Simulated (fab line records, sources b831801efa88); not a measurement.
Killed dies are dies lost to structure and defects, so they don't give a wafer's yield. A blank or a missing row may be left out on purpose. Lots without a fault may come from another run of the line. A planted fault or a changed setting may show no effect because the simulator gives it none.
fab line records | flow sky130 | part 2 of 2: steps 27 to 37 of 37
record lots=5 wafers=15 last_day=50
route steps=708 shown METAL3@564 VIA3@573 METAL4@598
lots that met no fault: from a run of the same line without faults
start_h: hours from the record's first day to the start of the lot's first wafer shown | wait_h: hours since the lot's step before | " the same as in the row above | L1.1+2: a row that stands for several wafers | - no value, or no start given | * or withheld: withheld | < > ~ a bound
route shown NAME@n: a module of which the file shows steps, and the number in the route of the first | usual: mean/standard deviation of fault-free wafers | same: alike in all rows | chamber/n: place in a boat | sites: the reading at each site | _std_site: their standard deviation | _edge_site: outer sites' mean less inner sites' | radius_mm: how far each site lies from the wafer's centre | mask NAME#n: copy n | behind: the tool/chamber that last shaped the wafer | hold: why the lot was held/for how many hours/how that ended | device: the transistor (n, p or np) that didn't switch | end of line: the same wafers' tests at the end of the route | a step without rows: its recipe alone | killed: dies lost to structure and defects at the first sort, not the wafer's yield | map: a wafer's dies, x killed, . not, _ none there
set.NAME: the setting as run; set.NAME@STEP: as run at that earlier step | model.NAME: the simulator's own value behind a step, which no gauge read
lots at some steps of the route; a table a step, a row a wafer
services: from which hour (start_h, from the record's first day; less than 0 if before it) a tool's chamber was out of use, for how many hours, and why
## steps
# step SKY_VIA3_STRIP_17
# recipe chemistry=post_etch_residue_remover time_s=1200 temp_c=72.5
# columns lot.wafer tool chamber start_h wait_h
L082.2+3+4 wet_bench-03 1 989.73 0.1
L087.3+4+5 wet_bench-03 0 1023.11 0.1
L088.1+3+4 wet_bench-03 2 1034.54 0.1
L094.2+4+5 wet_bench-04 0 1073.54 0.1
L096.1+3+5 wet_bench-04 0 1077.63 0.1
# step SKY_VIA3_CLEAN_18
# recipe chemistry=IPA time_s=180 temp_c=25
# columns lot.wafer tool chamber start_h wait_h
L082.2+3+4 wet_bench-02 1 990.07 0.0
L087.3+4+5 wet_bench-04 1 1023.49 0.0
L088.1+3+4 wet_bench-02 3 1034.91 0.0
L094.2+4+5 wet_bench-03 3 1073.91 0.0
L096.1+3+5 wet_bench-03 2 1077.97 0.0
# step SKY_VIA3_CLEAN_19
# recipe chemistry=O3/DIW dry=n2_spin
# columns lot.wafer tool chamber start_h wait_h
L082.2+3+4 wet_bench-03 0 990.13 0.0
L087.3+4+5 wet_bench-03 1 1023.55 0.0
L088.1+3+4 wet_bench-04 1 1034.97 0.0
L094.2+4+5 wet_bench-04 3 1073.98 0.0
L096.1+3+5 wet_bench-02 1 1078.04 0.0
# step SKY_VIA3_SPUTTER_20
# recipe material=TiN target_thk_nm=20 chamber_pressure_pa=5 power_w=4000 time_s=80
# usual throttle_valve_pct=30.3/0.66
# columns lot.wafer tool chamber start_h wait_h throttle_valve_pct
L082.2 pvd_sputter-04 - 990.22 0.0 30.6
L082.3 " - " " 28.6
L082.4 " - " " 29.5
L087.3 pvd_sputter-04 - 1023.65 0.0 30.3
L087.4 " - " " 29.4
L087.5 " - " " 30.0
L088.1 pvd_sputter-02 - 1035.06 0.0 30.2
L088.3 " - " " 31.0
L088.4 " - " " 31.0
L094.2 pvd_sputter-03 - 1074.08 0.0 30.9
L094.4 " - " " 29.8
L094.5 " - " " 29.9
L096.1 pvd_sputter-02 - 1078.14 0.0 30.7
L096.3 " - " " 30.0
L096.5 " - " " 30.7
# step SKY_VIA3_CVD_21
# recipe material=W target_thk_nm=390 time_s=117.31 temp_c=400 pressure_torr=40
# usual heater_power_w=834/34
# columns lot.wafer tool chamber start_h wait_h heater_power_w since_wet_clean_h
L082.2 cvd_w-02 0 990.28 0.0 860 586
L082.3 " 0 " " 895 -
L082.4 " 1 " " 858 -
L087.3 cvd_w-01 0 1023.75 0.1 790 -
L087.4 " 1 " " 795 -
L087.5 " 0 " " 777 -
L088.1 cvd_w-02 0 1035.12 0.0 877 631
L088.3 " 1 " " 822 -
L088.4 " 0 " " 876 -
L094.2 cvd_w-02 1 1074.14 0.0 839 670
L094.4 " 1 " " 847 -
L094.5 " 0 " " 887 -
L096.1 cvd_w-01 1 1078.20 0.0 804 160
L096.3 " 1 " " 807 -
L096.5 " 0 " " 788 -
# step SKY_VIA3_RS_MEAS_22
# recipe thk_meas_gauge=four-point-probe reads=W_of_VIA3_CVD_21+TiN_of_VIA3_SPUTTER_20
# usual VIA3_W_RS=0.292/0.0067
# columns lot.wafer tool chamber start_h wait_h VIA3_W_RS[ohm/sq]
L082.2 film_metro-01 - 990.42 0.1 0.301
L082.3 " - " " 0.294
L082.4 " - " " 0.282
L087.3 film_metro-01 - 1023.87 0.1 0.298
L087.4 " - " " 0.296
L087.5 " - " " 0.298
L088.1 film_metro-01 - 1035.25 0.1 0.296
L088.3 " - " " 0.285
L088.4 " - " " 0.295
L094.2 film_metro-03 - 1074.28 0.1 0.287
L094.4 " - " " 0.283
L094.5 " - " " 0.300
L096.1 film_metro-03 - 1078.32 0.1 0.297
L096.3 " - " " 0.299
L096.5 " - " " 0.300
# step SKY_VIA3_THK_MEAS_23
# recipe thk_meas_gauge=xrf reads=W_of_VIA3_CVD_21
# usual VIA3_W_THK=401/10
# columns lot.wafer tool chamber start_h wait_h VIA3_W_THK[nm]
L082.2 film_metro-01 - 990.53 0.1 392
L082.3 " - " " 400
L082.4 " - " " 421
L087.3 film_metro-01 - 1023.97 0.1 395
L087.4 " - " " 398
L087.5 " - " " 395
L088.1 film_metro-01 - 1035.37 0.1 394
L088.3 " - " " 410
L088.4 " - " " 399
L094.2 film_metro-03 - 1074.39 0.1 407
L094.4 " - " " 414
L094.5 " - " " 390
L096.1 film_metro-03 - 1078.44 0.1 391
L096.3 " - " " 393
L096.5 " - " " 391
# step SKY_VIA3_CMP_24
# recipe stop_on=SiO2 t_overpolish_s=20 down_force_psi=3.5 platen_rpm=60 target_thk_nm=0 pad_velocity_m_s=0.94248
# usual motor_current_A=11.3/1.1 overpolish_run_s=19.999/0.0097 time_to_endpoint_s=97/4.9
# columns lot.wafer tool chamber start_h wait_h motor_current_A overpolish_run_s time_to_endpoint_s
L082.2 cmp-02 3 990.59 0.1 9.7 19.989 97
L082.4 " 0 " " 10.7 19.997 102
L082.3 " 1 " " 12.3 20.005 91
L087.3 cmp-02 1 1024.20 0.2 12.8 19.981 93
L087.4 " 0 " " 10.9 20.017 94
L087.5 " 1 " " 12.9 20.010 91
L088.1 cmp-02 3 1035.43 0.1 9.9 19.981 104
L088.4 " 0 " " 10.7 19.996 103
L088.3 " 2 " " 10.8 20.003 99
L094.2 cmp-01 2 1074.51 0.1 12.1 19.985 97
L094.4 " 0 " " 12.7 20.002 101
L094.5 " 3 " " 11.3 20.012 97
L096.1 cmp-01 2 1078.50 0.1 13.0 20.013 92
L096.3 " 3 " " 10.8 19.991 93
L096.5 " 3 " " 11.8 20.008 95
# step SKY_METAL4_SPUTTER_00
# recipe material=Ti target_thk_nm=15 power_w=3000 time_s=10 chamber_pressure_pa=0.4
# usual throttle_valve_pct=30.3/1.3
# columns lot.wafer tool chamber start_h wait_h throttle_valve_pct
L082.2 pvd_sputter-03 - 990.89 0.2 30.7
L082.3 " - " " 29.9
L082.4 " - " " 30.2
L087.3 pvd_sputter-01 - 1024.50 0.2 32.0
L087.4 " - " " 27.2
L087.5 " - " " 27.1
L088.1 pvd_sputter-01 - 1035.73 0.2 30.6
L088.3 " - " " 27.2
L088.4 " - " " 30.1
L094.2 pvd_sputter-02 - 1074.81 0.2 29.9
L094.4 " - " " 29.9
L094.5 " - " " 30.3
L096.1 pvd_sputter-02 - 1078.80 0.2 30.9
L096.3 " - " " 29.9
L096.5 " - " " 30.2
# step SKY_METAL4_SPUTTER_01
# recipe material=TiN target_thk_nm=20 power_w=6500 time_s=16.7 chamber_pressure_pa=0.4
# usual throttle_valve_pct=30.3/1.3
# columns lot.wafer tool chamber start_h wait_h throttle_valve_pct
L082.2 pvd_sputter-03 - 990.92 0.0 31.1
L082.3 " - " " 29.9
L082.4 " - " " 30.3
L087.3 pvd_sputter-01 - 1024.52 0.0 32.3
L087.4 " - " " 27.1
L087.5 " - " " 27.1
L088.1 pvd_sputter-01 - 1035.75 0.0 30.6
L088.3 " - " " 27.4
L088.4 " - " " 30.1
L094.2 pvd_sputter-02 - 1074.84 0.0 29.7
L094.4 " - " " 29.6
L094.5 " - " " 30.5
L096.1 pvd_sputter-02 - 1078.82 0.0 30.8
L096.3 " - " " 29.6
L096.5 " - " " 30.4
# step SKY_METAL4_SPUTTER_02
# recipe material=AlCu target_thk_nm=735 power_w=10600 time_s=39.1 chamber_pressure_pa=0.4
# usual throttle_valve_pct=30.3/1.3
# columns lot.wafer tool chamber start_h wait_h throttle_valve_pct
L082.2 pvd_sputter-03 - 990.94 0.0 31.5
L082.3 " - " " 29.9
L082.4 " - " " 30.0
L087.3 pvd_sputter-01 - 1024.54 0.0 32.1
L087.4 " - " " 27.1
L087.5 " - " " 27.1
L088.1 pvd_sputter-01 - 1035.78 0.0 30.7
L088.3 " - " " 27.1
L088.4 " - " " 30.1
L094.2 pvd_sputter-02 - 1074.86 0.0 29.8
L094.4 " - " " 29.9
L094.5 " - " " 30.4
L096.1 pvd_sputter-02 - 1078.85 0.0 30.5
L096.3 " - " " 29.8
L096.5 " - " " 30.0
## services
# columns tool chamber start_h hours kind
pvd_sputter-02 - 942.10 84.7 repair
cmp-01 - 945.39 8.3 repair
rie_metal-03 - 945.62 1.4 pm
krf_scanner-02 - 946.09 1.0 repair
rie_metal-03 - 947.72 14.6 pm
cmp-02 - 956.80 0.3 repair
krf_scanner-02 - 958.32 4.4 pm
rie_diel-03 - 973.50 1.0 repair
krf_scanner-02 - 973.98 1.3 pm
krf_scanner-02 - 981.89 0.8 pm
rie_metal-02 1 985.86 7.6 repair
krf_scanner-02 - 997.94 3.6 pm
cmp-01 - 1003.91 0.9 repair
pvd_sputter-02 - 1009.48 8.0 repair
cmp-01 - 1012.06 17.0 repair
cmp-01 - 1019.44 1.6 repair
krf_scanner-02 - 1027.42 0.5 repair
cmp-01 - 1037.47 1.1 repair
pvd_sputter-01 - 1041.24 1.4 repair
cmp-02 - 1043.21 2.9 repair
rie_metal-02 - 1048.05 2.8 pm
pvd_sputter-01 - 1071.19 1.2 repair
rie_metal-01 0 1076.67 5.7 repair
krf_scanner-02 - 1078.15 1.0 pm
